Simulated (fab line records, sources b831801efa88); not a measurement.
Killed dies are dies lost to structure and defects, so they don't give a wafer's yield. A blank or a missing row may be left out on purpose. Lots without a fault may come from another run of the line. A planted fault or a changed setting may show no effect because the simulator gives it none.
Which tool did it? | flow gf180mcu | 6 lots, 18 wafers sampled, at 2 steps of a route of 602

WHAT THE GAUGES READ, wafer by wafer
GF_NWELL_TW_MEAS_11.
lot  | measured    | on            | NWELL_TW
L835 | day 3 23:11 | film_metro-04 | 1558 1560 1559
L840 | day 5 03:59 | film_metro-02 | 1612 1603 1608
L846 | day 6 12:56 | film_metro-02 | 1595 1598 1598
L850 | day 7 12:50 | film_metro-04 | 1772 1764 1765
L852 | day 7 20:35 | film_metro-04 | 1765 1757 1764
L855 | day 8 14:41 | film_metro-02 | 1600 1584 1593

WHICH TOOL RAN EACH LOT (tool, then ch and the chambers of the sampled wafers, then the start)
lot  | GF_NWELL_IMPLANT_08
L835 | implanter-02 ch 0, day 3 22:47
L840 | implanter-02 ch 0, day 5 03:35
L846 | implanter-01 ch 0, day 6 12:34
L850 | implanter-02 ch 0, day 7 12:26
L852 | implanter-02 ch 0, day 7 20:11
L855 | implanter-01 ch 0, day 8 14:17
- GF_NWELL_IMPLANT_08

THE ANSWER, worked out from the rows above alone
Rule: what is usual is taken from the lots themselves. Put in order of their means at a reading, lots are off if they are a third of the lots or fewer, leave a main group of 4 or more, and stand apart from it by a gap of 3 or more times the standard deviation of the main group's means; of several such gaps the widest counts. A main group whose means are all the same, to the digits that the tables above print for the reading, isn't used. A lot without any number at a reading at which 4 lots or more have one is off too. The other lots that the step has rows for count as sound.
Off: L850, L852, at GF_NWELL_TW_MEAS_11 (NWELL_TW). The main group: mean 1589, standard deviation 18.
A tool fits if, at a process step before that reading, it ran every lot that is off, and no sound lot after the first of them. The gauges at GF_NWELL_TW_MEAS_11 are tried like those tools. Can't be told from this: 2 tools fit, implanter-02 at GF_NWELL_IMPLANT_08, film_metro-04 at GF_NWELL_TW_MEAS_11.

WHAT THE SIMULATOR HAD PUT IN
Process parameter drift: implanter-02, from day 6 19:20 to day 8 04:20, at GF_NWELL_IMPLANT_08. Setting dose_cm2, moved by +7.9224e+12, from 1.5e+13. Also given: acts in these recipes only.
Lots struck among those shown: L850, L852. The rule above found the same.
